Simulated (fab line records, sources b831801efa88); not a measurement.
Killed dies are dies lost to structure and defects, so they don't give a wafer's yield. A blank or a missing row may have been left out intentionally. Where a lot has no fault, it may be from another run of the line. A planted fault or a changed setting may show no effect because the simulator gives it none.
The tool behind it: which one?	flow gf180mcu	12 lots, 36 wafers sampled, at 2 steps of a route of 602

## WHAT THE GAUGES READ, wafer by wafer
GF_TOP_METAL_OVL_MEAS_15.
lot	measured	on	TOP_METAL_OVL (nm)
L710	day 28 04:02	overlay-02	1.0 3.3 2.9
L711	day 28 15:25	overlay-01	2.1 1.6 0.4
L712	day 28 16:02	overlay-02	2.5 3.6 2.8
L714	day 29 09:11	overlay-02	0.6 0.7 2.7
L715	day 29 15:14	overlay-02	1.4 0.9 1.9
L721	day 31 09:05	overlay-01	0.2 -0.3 1.6
L724	day 32 04:58	overlay-01	1.9 3.3 0.3
L725	day 32 09:59	overlay-02	1.9 2.3 0.2
L729	day 33 12:56	overlay-02	4.1 3.0 4.4
L730	day 33 17:00	overlay-01	2.5 2.0 2.0
L732	day 34 02:44	overlay-02	3.2 1.9 1.1
L733	day 34 09:11	overlay-02	2.0 2.9 2.6

## TOOL THAT RAN EACH LOT (tool first, then ch and the chambers of the sampled wafers, then the start)
lot	GF_M3_METAL_ETCH_16
L710	rie-metal-04 ch 0,1, day 21 09:35
L711	rie-metal-04 ch 0,1, day 21 20:11
L712	rie-metal-04 ch 0,1, day 22 00:04
L714	rie-metal-01 ch 0,1, day 22 20:29
L715	rie-metal-02 ch 0,1, day 23 04:26
L721	rie-metal-04 ch 0,1, day 25 07:57
L724	rie-metal-01 ch 0,1, day 26 07:26
L725	rie-metal-02 ch 0,1, day 26 12:28
L729	rie-metal-01 ch 0,1, day 27 22:00
L730	rie-metal-02 ch 0,1, day 28 02:43
L732	rie-metal-02 ch 1, day 28 17:40
L733	rie-metal-04 ch 0,1, day 29 00:40
- GF_M3_METAL_ETCH_16: etches the open film in Cl2/BCl3, stops on SiO2, target depth 627.5 nm, time 104.6 s.

## WHAT THE TOOLS THEMSELVES READ (means of the sampled wafers that have a number; where no wafer has one, the mark that the record gives instead)
GF_M3_METAL_ETCH_16.
lot	tool	drypump-motor-current-A (A)	oes-product-au (a.u.)	rf-fwd-power-W (W)	throttle-valve-pct (%)
L710	rie-metal-04	5.93	0.970	794.1	28.248
L711	rie-metal-04	5.92	0.967	796.2	28.263
L712	rie-metal-04	5.92	0.969	797.0	28.243
L714	rie-metal-01	5.86	0.966	796.5	28.251
L715	rie-metal-02	5.90	0.976	796.5	28.237
L721	rie-metal-04	5.91	0.969	795.6	28.251
L724	rie-metal-01	6.19	0.978	793.9	28.249
L725	rie-metal-02	5.90	0.968	797.3	28.257
L729	rie-metal-01	6.17	0.969	794.7	28.258
L730	rie-metal-02	5.79	0.968	797.3	28.257
L732	rie-metal-02	6.02	0.964	797.0	28.260
L733	rie-metal-04	5.92	0.971	796.3	28.249

## THE ANSWER, worked out from the rows above alone
Rule: the lots themselves supply what counts as usual. Put in order of their means at a reading, lots are off if they are a third of the lots or fewer, leave a main group of 4 or more, and stand apart from it by a gap of 3 or more times the standard deviation of the main group's means; of several such gaps the widest counts. If all means in a main group match to the digits the tables above print for the reading, that group is not used. Also off: a lot with no number at a reading for which 4 or more lots have one. Any other lot the step has rows for is counted as sound. The gauges are gone through in route order, then the tools' own readings, and for those a lot's mean is taken as printed above. The first step at which some lot is off is used, and at that step the reading that is off furthest; a lot without a number counts as furthest.
None of the lots is off at any reading shown; this tells nothing.

## WHAT WAS PUT IN BY THE SIMULATOR
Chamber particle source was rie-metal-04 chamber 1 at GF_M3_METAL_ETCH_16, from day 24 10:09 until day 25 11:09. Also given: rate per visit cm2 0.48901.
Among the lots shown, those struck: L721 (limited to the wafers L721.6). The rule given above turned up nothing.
